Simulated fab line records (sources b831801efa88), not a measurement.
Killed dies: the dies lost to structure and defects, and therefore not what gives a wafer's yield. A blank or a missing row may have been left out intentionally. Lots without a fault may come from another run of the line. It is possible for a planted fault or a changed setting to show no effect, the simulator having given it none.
Matching of chambers || flow gf180mcu || GF_STI_CMP_25 on cmp-01 has 4 sister chambers
The step polishes, stops on Si3N4, t overpolish 33 s, target thk 524.6 nm. 4 wafers are shown with their chamber, then 8 later ones without.

## WAFERS WITH THEIR CHAMBER
{"wafer": "L518.6", "chamber": 2, "motorCurrentA (A)": 11.1}
{"wafer": "L520.6", "chamber": 1, "motorCurrentA (A)": 12.8}
{"wafer": "L521.2", "chamber": 0, "motorCurrentA (A)": 11.9}
{"wafer": "L521.5", "chamber": 3, "motorCurrentA (A)": 13.2}

## WAFERS WITHOUT THEIR CHAMBER
{"wafer": "L525.3", "motorCurrentA (A)": 11.8}
{"wafer": "L525.5", "motorCurrentA (A)": 13.6}
{"wafer": "L534.2", "motorCurrentA (A)": 12.0}
{"wafer": "L534.4", "motorCurrentA (A)": 12.6}
{"wafer": "L534.5", "motorCurrentA (A)": 12.5}
{"wafer": "L535.3", "motorCurrentA (A)": 12.2}
{"wafer": "L535.4", "motorCurrentA (A)": 13.5}
{"wafer": "L535.5", "motorCurrentA (A)": 11.7}

## EACH ONE'S CHAMBER
{"wafer": "L525.3", "from the rows above": 0, "in truth": 0}
{"wafer": "L525.5", "from the rows above": "can't be placed: 3 or 1", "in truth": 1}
{"wafer": "L534.2", "from the rows above": 0, "in truth": 0}
{"wafer": "L534.4", "from the rows above": "can't be placed: 1 or 3 or 0", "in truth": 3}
{"wafer": "L534.5", "from the rows above": "can't be placed: 1 or 0 or 3", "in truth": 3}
{"wafer": "L535.3", "from the rows above": "can't be placed: 0 or 1", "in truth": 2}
{"wafer": "L535.4", "from the rows above": "can't be placed: 3 or 1", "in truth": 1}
{"wafer": "L535.5", "from the rows above": "can't be placed: 0 or 2", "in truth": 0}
Placed correctly: 2 of 8. Can't be placed from these rows: 6 (the true chamber is among the candidates in 5). 0 placed wrongly.
How it was worked out, from the rows above alone: a wafer's distance from a chamber is the root of the sum, over the readings, of the square of ((its reading less the chamber's mean) divided by the reading's scatter). The wafer belongs to the nearest chamber; if the next one is less than 2 further off, it can't be placed. The mean given for a chamber averages the wafers shown for that chamber. The scatter: root of mean squared gap, hidden wafer to nearest shown wafer, with one shown wafer a chamber.
